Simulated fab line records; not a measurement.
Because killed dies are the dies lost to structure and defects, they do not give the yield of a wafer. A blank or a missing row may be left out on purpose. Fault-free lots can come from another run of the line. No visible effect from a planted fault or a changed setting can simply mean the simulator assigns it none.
One fault seen from 2 desks | flow gf180mcu | only its own numbers are on each desk; what lay behind them is given at the end

THE METROLOGY DESK
Means of the sampled wafers that have a number, per lot and without regard to the tool the lot ran on: this is what the gauges read. Any lot whose mean is over 4 standard deviations away from the usual mean is out of limits and marked OUT; that distance is given in the brackets.
Columns: A = SAB_OVL at GF_SAB_OVL_MEAS_10, usual -0.3 nm; B = CONTACT_W_RS at GF_CONTACT_RS_MEAS_25, usual 0.383 ohm/sq; C = CONTACT_W_THK at GF_CONTACT_THK_MEAS_26, usual 307 nm
lot  | first seen here | A    | B               | C
L408 | day 15 02:47    | -2.2 | 0.383           | 307
L410 | day 15 19:49    | 0.8  | 0.387           | 304
L411 | day 16 03:35    | -0.5 | 0.383           | 310
L412 | day 16 11:44    | 0.7  | 0.381           | 311
L413 | day 17 00:47    | -0.7 | 0.380           | 309
L416 | day 18 02:41    | -3.3 | 0.304 (-23) OUT | 401 (+27) OUT
L417 | day 18 09:58    | -0.8 | 0.342 (-12) OUT | 350 (+12) OUT
L424 | day 20 23:53    | 2.8  | 0.385           | 302
L425 | day 21 06:02    | 0.8  | 0.387           | 304
L429 | day 22 13:56    | -0.2 | 0.386           | 305
L430 | day 22 22:46    | -0.9 | 0.378           | 310
L431 | day 23 03:56    | 0.1  | 0.383           | 309
Finding of this desk: L416, L417 out of limits, first seen on L416 at day 19 04:19 (CONTACT_W_RS at GF_CONTACT_RS_MEAS_25). In limits: L408, L410, L411, L412, L413, L424, L425, L429, L430, L431.

AT THE TOOL OWNER'S DESK: cvd-w-02
The tool's own readings at GF_CONTACT_CVD_24 (deposits W, target thk 300 nm, time 90.339 s): means of the sampled wafers that have a number, for each lot that ran on this tool. Any lot whose mean is over 4 standard deviations away from the usual mean is out of limits and marked OUT; that distance is given in the brackets.
Columns: A = chamber-pressure-Torr at GF_CONTACT_CVD_24, usual 39.99 Torr; B = heater-power-outer-w at GF_CONTACT_CVD_24, usual 517 W; C = heater-power-w at GF_CONTACT_CVD_24, usual 864 W
lot  | first seen here | A     | B   | C
L411 | day 17 04:10    | 40.04 | 500 | 846
L412 | day 17 12:38    | 39.97 | 528 | 882
L413 | day 18 02:25    | 39.98 | 508 | 850
L416 | day 19 04:12    | 39.95 | 516 | 837
L417 | day 19 11:37    | 40.05 | 523 | 885
L424 | day 22 02:43    | 39.98 | 525 | 897
L430 | day 24 00:04    | 39.96 | 512 | 841
Finding of this desk: none of the 7 lots has anything out of limits.

TAKEN TOGETHER
At day 19 04:19 the metrology desk could have sounded an alarm, on L416, L417.
The tool owner's desk saw nothing out of limits.
On record at the tool owner's desk: L416, L417, within its limits.
GF_CONTACT_CVD_24 was run on cvd-w-02 by each of the lots named.

WHAT HAD BEEN PUT IN BY THE SIMULATOR
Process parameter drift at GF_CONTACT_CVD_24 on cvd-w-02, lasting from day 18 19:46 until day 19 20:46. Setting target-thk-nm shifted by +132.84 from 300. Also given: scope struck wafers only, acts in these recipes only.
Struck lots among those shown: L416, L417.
Hours from the fault's start to each desk's first reading out of limits: the metrology desk, 9.
